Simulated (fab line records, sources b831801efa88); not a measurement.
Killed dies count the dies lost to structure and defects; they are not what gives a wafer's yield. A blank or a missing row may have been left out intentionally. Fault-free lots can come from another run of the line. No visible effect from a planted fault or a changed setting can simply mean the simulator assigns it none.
Chamber matching | flow sky130 | SKY_LI_CONTACT_ETCH_14 on rie diel-02: 4 sister chambers
The step etches BARC in N2/H2, stops on SiO2, time 45.9 s, target depth 60 nm. 4 wafers are shown with their chamber, then 8 later ones without.

WAFERS PAIRED WITH THEIR CHAMBERS
wafer  | chamber | drypump motor current A (A)
L748.4 | 2       | 5.1
L748.6 | 3       | 6.2
L752.6 | 0       | 5.0
L753.4 | 1       | 5.7

WAFERS WHOSE CHAMBER IS MISSING
wafer  | drypump motor current A (A)
L753.5 | 5.8
L753.6 | 5.0
L759.1 | 5.0
L759.5 | 5.0
L759.6 | 6.2
L762.1 | 6.2
L762.5 | 6.2
L762.6 | 5.1

WHICH CHAMBER EACH ONE RAN IN
wafer  | from the rows above | in truth
L753.5 | 1                   | 1
L753.6 | 0                   | 0
L759.1 | 0                   | 0
L759.5 | 0                   | 0
L759.6 | 3                   | 3
L762.1 | 3                   | 3
L762.5 | 3                   | 3
L762.6 | 2                   | 2
Correct placement for 8 of the 8. Left unplaced by these rows: 0. 0 placed wrongly.
How it was worked out, from the rows above alone: a wafer's distance from a chamber is the root of the sum, over the readings, of the square of ((its reading less the chamber's mean) divided by the reading's scatter). The wafer belongs to the nearest chamber; if the next one is less than 2 further off, it can't be placed. Each chamber's mean is taken over the wafers shown for it. The scatter: root of mean squared gap, hidden wafer to nearest shown wafer, with one shown wafer a chamber.
